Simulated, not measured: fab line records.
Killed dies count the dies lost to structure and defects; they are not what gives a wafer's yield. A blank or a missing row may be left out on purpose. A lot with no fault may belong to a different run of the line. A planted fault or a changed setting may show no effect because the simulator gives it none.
Chamber matching / flow gf180mcu / 4 sister chambers for GF_V2_ETCH_16 on rieDiel-02
The step etches BARC in N2/H2. 4 wafers are shown with their chamber, then 8 later ones without.

WAFERS, EACH WITH ITS CHAMBER
wafer=L077.6; chamber=2; drypumpMotorCurrentA (A)=5.3
wafer=L091.1; chamber=3; drypumpMotorCurrentA (A)=4.8
wafer=L091.2; chamber=0; drypumpMotorCurrentA (A)=5.9
wafer=L092.2; chamber=1; drypumpMotorCurrentA (A)=6.1

WAFERS WITH NO CHAMBER GIVEN
wafer=L092.5; drypumpMotorCurrentA (A)=4.8
wafer=L092.6; drypumpMotorCurrentA (A)=6.0
wafer=L095.1; drypumpMotorCurrentA (A)=4.8
wafer=L095.5; drypumpMotorCurrentA (A)=6.1
wafer=L095.6; drypumpMotorCurrentA (A)=5.3
wafer=L096.2; drypumpMotorCurrentA (A)=4.8
wafer=L096.3; drypumpMotorCurrentA (A)=6.2
wafer=L096.5; drypumpMotorCurrentA (A)=4.8

EACH ONE'S CHAMBER
wafer=L092.5; from the rows above=3; in truth=3
wafer=L092.6; from the rows above=can't be placed: 0 or 1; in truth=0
wafer=L095.1; from the rows above=3; in truth=3
wafer=L095.5; from the rows above=1; in truth=1
wafer=L095.6; from the rows above=2; in truth=2
wafer=L096.2; from the rows above=3; in truth=3
wafer=L096.3; from the rows above=1; in truth=1
wafer=L096.5; from the rows above=3; in truth=3
Correct placement for 7 of the 8. Not placeable from these rows: 1 (in 1, the candidates include the true chamber). Number placed wrongly: 0.
How it was worked out, from the rows above alone: a wafer's distance from a chamber is the root of the sum, over the readings, of the square of ((its reading less the chamber's mean) divided by the reading's scatter). If the next closest chamber is less than 2 further off than the closest, the wafer can't be placed; otherwise it belongs to the closest. For every chamber, the mean is computed from those of its wafers that are shown. The scatter (one wafer shown for each chamber): square how far every hidden wafer sits from the nearest shown wafer, average those squares and take the square root.
